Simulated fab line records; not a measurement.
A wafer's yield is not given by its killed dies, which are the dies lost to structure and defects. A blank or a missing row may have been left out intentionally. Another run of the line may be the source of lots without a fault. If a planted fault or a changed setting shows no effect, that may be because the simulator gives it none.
Chamber matching | flow gf180mcu | cmp-01 running GF_V2_CMP_26: 4 sister chambers
The step polishes, stops on SiO2, t overpolish 15 s, target thk 0 nm. 4 wafers are shown with their chamber, then 8 later ones without.

## WAFERS PAIRED WITH THEIR CHAMBERS
wafer  | chamber | motor current A (A)
L745.5 | 2       | 10.7
L756.5 | 3       | 13.4
L756.6 | 0       | 11.2
L758.2 | 1       | 10.7

## WAFERS WITH NO CHAMBER GIVEN
wafer  | motor current A (A)
L758.4 | 11.2
L758.5 | 13.2
L765.1 | 13.5
L765.3 | 10.8
L765.6 | 10.7
L767.1 | 13.5
L767.3 | 11.0
L767.5 | 10.9

## CHAMBER TAKEN BY EACH
wafer  | from the rows above          | in truth
L758.4 | 0                            | 0
L758.5 | 3                            | 3
L765.1 | 3                            | 3
L765.3 | can't be placed: 1 or 2      | 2
L765.6 | can't be placed: 1 or 2      | 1
L767.1 | 3                            | 3
L767.3 | can't be placed: 0 or 1 or 2 | 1
L767.5 | can't be placed: 1 or 2 or 0 | 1
Correctly placed: 4 of 8. Unplaceable from these rows: 4, with the true chamber sitting among the candidates in 4. Number placed wrongly: 0.
How it was worked out, from the rows above alone: a wafer's distance from a chamber is the root of the sum, over the readings, of the square of ((its reading less the chamber's mean) divided by the reading's scatter). If the next closest chamber is less than 2 further off than the closest, the wafer can't be placed; otherwise it belongs to the closest. For every chamber, the mean is computed from those of its wafers that are shown. The scatter: with one shown wafer a chamber, the root of the mean of the squares of how far each hidden wafer lies from its nearest shown one.
